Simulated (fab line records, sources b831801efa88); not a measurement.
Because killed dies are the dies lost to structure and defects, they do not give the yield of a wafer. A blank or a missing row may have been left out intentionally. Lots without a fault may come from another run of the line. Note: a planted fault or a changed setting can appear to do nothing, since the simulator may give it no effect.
The tool behind it: which one? || flow sky130 || 11 lots (33 wafers sampled), 1 step of a 708-step route

WHAT THE GAUGES SHOWED, per wafer
SKY_LOCAL_INTERCONNECT_OVL_MEAS_12.
{"lot": "L214", "measured": "day 32 06:11", "on": "overlay-01", "LOCAL_INTERCONNECT_OVL (nm)": "7 3 3"}
{"lot": "L220", "measured": "day 33 00:53", "on": "overlay-01", "LOCAL_INTERCONNECT_OVL (nm)": "8 15 6"}
{"lot": "L218", "measured": "day 33 03:30", "on": "overlay-01", "LOCAL_INTERCONNECT_OVL (nm)": "5 11 10"}
{"lot": "L219", "measured": "day 33 04:09", "on": "overlay-01", "LOCAL_INTERCONNECT_OVL (nm)": "12 10 5"}
{"lot": "L224", "measured": "day 34 07:03", "on": "overlay-02", "LOCAL_INTERCONNECT_OVL (nm)": "15 2 0"}
{"lot": "L223", "measured": "day 34 10:02", "on": "overlay-01", "LOCAL_INTERCONNECT_OVL (nm)": "12 4 11"}
{"lot": "L229", "measured": "day 36 06:36", "on": "overlay-01", "LOCAL_INTERCONNECT_OVL (nm)": "-13 -8 -5"}
{"lot": "L230", "measured": "day 36 07:32", "on": "overlay-01", "LOCAL_INTERCONNECT_OVL (nm)": "9 6 4"}
{"lot": "L231", "measured": "day 36 13:33", "on": "overlay-02", "LOCAL_INTERCONNECT_OVL (nm)": "6 3 4"}
{"lot": "L232", "measured": "day 37 01:48", "on": "overlay-01", "LOCAL_INTERCONNECT_OVL (nm)": "-4 5 -1"}
{"lot": "L233", "measured": "day 37 08:18", "on": "overlay-01", "LOCAL_INTERCONNECT_OVL (nm)": "18 18 9"}

WHAT TOOL EACH LOT RAN ON (gives the tool, then ch and the chambers of the sampled wafers, and finally the start)
The record holds no process step before these readings.

THE ANSWER, worked out from the rows above alone
Rule: usual is defined by the lots themselves. The widest of any qualifying gaps counts: lots, ordered by their means at a reading, are off when they make up no more than a third of the lots, leave a main group of 4 or more, and stand apart from it by 3 or more times the standard deviation of that group's means. The tables above print the reading to a certain number of digits; a main group whose means all agree to those digits is not used. A lot without any number at a reading at which 4 lots or more have one is off too. The other lots that the step has rows for count as sound.
No lot is off at any reading shown: from this, nothing can be told.

WHAT THE SIMULATOR HAD INSERTED
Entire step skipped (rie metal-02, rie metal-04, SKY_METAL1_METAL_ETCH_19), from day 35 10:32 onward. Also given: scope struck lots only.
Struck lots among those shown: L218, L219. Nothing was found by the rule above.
